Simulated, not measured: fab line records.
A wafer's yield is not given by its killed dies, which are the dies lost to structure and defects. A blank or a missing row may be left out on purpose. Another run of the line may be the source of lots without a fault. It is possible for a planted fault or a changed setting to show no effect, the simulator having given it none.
A lot that was struck, set against a sound lot + flow sfq line + 21 steps out of a route of 325
Sound: these wafers, L561.2, L561.3, L561.4. Struck: wafers L573.3, L573.4, L573.5. At the end, the cause is stated.
Per side, at each step with rows, come the tool, then ch with its chambers, and then its first start. Under that, the readings that differ: sound wafers + struck wafers + difference of the means + sigmas: that difference in standard deviations of wafers without a fault.
alike: readings whose means differ by less than 2 such deviations, and words and numbers that are the same on both sides. not compared: withheld readings, readings that some wafer has no value for, bounds like >300 that may hide the same value, and numbers for which the record gives no deviation and whose values overlap.
The two part at a step that has a row with sigmas, a row that says differs or no value, or rows on one side only. When numbers do not overlap yet have no deviation, they are printed without sigmas and do not part them. A reading missing from all wafers of one side parts the sides only when that side holds two or more wafers.

first, 2 steps without rows for these wafers: SFQ_TRILAYER_M7_LITHO_PEB_180 (peb time 60 s); SFQ_TRILAYER_M7_LITHO_DEVELOP_179 (time 60 s).
SFQ_M7_OVL_MEAS_945:
  struck on overlay-02, day 86 05:24; sound on overlay-02, day 78 07:34
  alike: M7_OVL
then, 1 step without rows for these wafers: SFQ_TRILAYER_M7_BARC_OPEN_METAL_ETCH_229 (etches BARC in O2, target depth 125 nm, time 41.7 s).
SFQ_TRILAYER_M7_ETCH_METAL_ETCH_180: etches Nb in Cl2/Ar, stops on SiO2, target depth 240 nm, time 120 s.
  sound on rie metal-03 ch 0,1, day 78 07:40; struck on rie metal-01 ch 0,1, day 86 05:32
  alike: drypump motor current A, oes product au
  not compared: rf hours counter h
then, 2 steps without rows for these wafers: SFQ_TRILAYER_M7_STRIP_STRIP_181 (strips in O2); SFQ_TRILAYER_M7_STRIP_SOLV_CLEAN_182 (cleans in NMP, time 600 s).
SFQ_TRILAYER_I7_DEP_PECVD_183: deposits SiO2 from SiH4/N2O, time 111.11 s, target thk 500 nm.
  sound on pecvd-02 ch 0,1, day 78 08:34; struck on pecvd-01 ch 0,1,2, day 86 06:23
  alike: heater power w, throttle valve pct
then, 1 step without rows for these wafers: SFQ_TRILAYER_I7_CMP_CMP_184 (polishes SiO2).
SFQ_I7_BOW_MEAS_946:
  struck on film metro-03, day 86 09:53; sound on film metro-03, day 78 12:31
  alike: I7_BOW
SFQ_TRILAYER_I7_METRO_MEASURE_185:
  struck on film metro-03, day 86 10:22; sound on film metro-03, day 78 12:49
  alike: thk nm
then, 1 step without rows for these wafers: SFQ_TRILAYER_I7_VIA_LITHO_COAT_192 (resist thk 62 nm).
SFQ_TRILAYER_I7_VIA_LITHO_COAT_187: resist thk 650 nm.
  sound on litho track-03 ch 0, day 78 14:10; struck on litho track-01 ch 0, day 86 11:34
| reading                                                 | sound                | struck               | difference | sigmas      |
|---------------------------------------------------------|----------------------|----------------------|------------|-------------|
| spin speed rpm (rpm)                                    | 2998.1 3004.4 2999.7 | 3595.9 3594.5 3596.5 | +594.9     | +99 or more |
| model.KrF_of_TRILAYER_I7_VIA_LITHO_COAT_187.thk nm (nm) | 651.6 650.8 650.3    | 592.5 596.3 591.6    | -57.4      |             |
then, 4 steps without rows for these wafers: SFQ_TRILAYER_I7_VIA_LITHO_SOFTBAKE_191; SFQ_TRILAYER_I7_VIA_LITHO_EXPOSE_188 (exposes mask I7, target cd 1000 nm); SFQ_TRILAYER_I7_VIA_LITHO_PEB_190 (peb time 60 s); SFQ_TRILAYER_I7_VIA_LITHO_DEVELOP_189 (time 60 s).
-- the record jumps here: 4 days lie between the struck wafers' starts before and after --
SFQ_I7_OVL_MEAS_947:
  struck on overlay-02, day 90 06:46; sound on overlay-02, day 79 08:57
  alike: I7_OVL
SFQ_TRILAYER_I7_VIA_BARC_OPEN_VIA_ETCH_260: etches BARC in O2, target depth 125 nm, time 41.7 s.
  sound on rie diel-01 ch 1,2,3, day 79 08:59; struck on rie diel-01 ch 0,2, day 90 06:47
  alike: drypump motor current A, oes product au
  not compared: rf hours counter h
SFQ_TRILAYER_I7_VIA_ETCH_VIA_ETCH_190: etches SiO2 in CHF3, stops on Nb, target depth 260 nm.
  sound on rie diel-01 ch 1,2,3, day 79 09:01; struck on rie diel-01 ch 0,2, day 90 06:49
| reading                                                 | sound           | struck            | difference | sigmas |
|---------------------------------------------------------|-----------------|-------------------|------------|--------|
| model.KrF_of_TRILAYER_I7_VIA_LITHO_COAT_187.thk nm (nm) | 527.4 529 526.6 | 470.2 474.2 470.1 | -56.2      |        |
  alike: drypump motor current A, oes product au
SFQ_TRILAYER_I7_VIA_STRIP_STRIP_191: strips in O2.
  sound on rie metal-01 ch 0,1, day 79 09:08; struck on rie metal-04 ch 0,1, day 90 07:08
  alike: drypump motor current A, oes product au
  not compared: rf hours counter h

== WHERE THEY PART ==
Only at SFQ_TRILAYER_I7_VIA_LITHO_COAT_187, as far as this record shows. Later steps at which nothing parts them and some readings are alike: SFQ_I7_OVL_MEAS_947, SFQ_TRILAYER_I7_VIA_BARC_OPEN_VIA_ETCH_260, SFQ_TRILAYER_I7_VIA_ETCH_VIA_ETCH_190, SFQ_TRILAYER_I7_VIA_STRIP_STRIP_191.

WHY: what the simulator had put in
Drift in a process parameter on litho track-01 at SFQ_TRILAYER_I7_VIA_LITHO_COAT_187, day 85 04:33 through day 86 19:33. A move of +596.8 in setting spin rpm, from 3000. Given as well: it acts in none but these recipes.
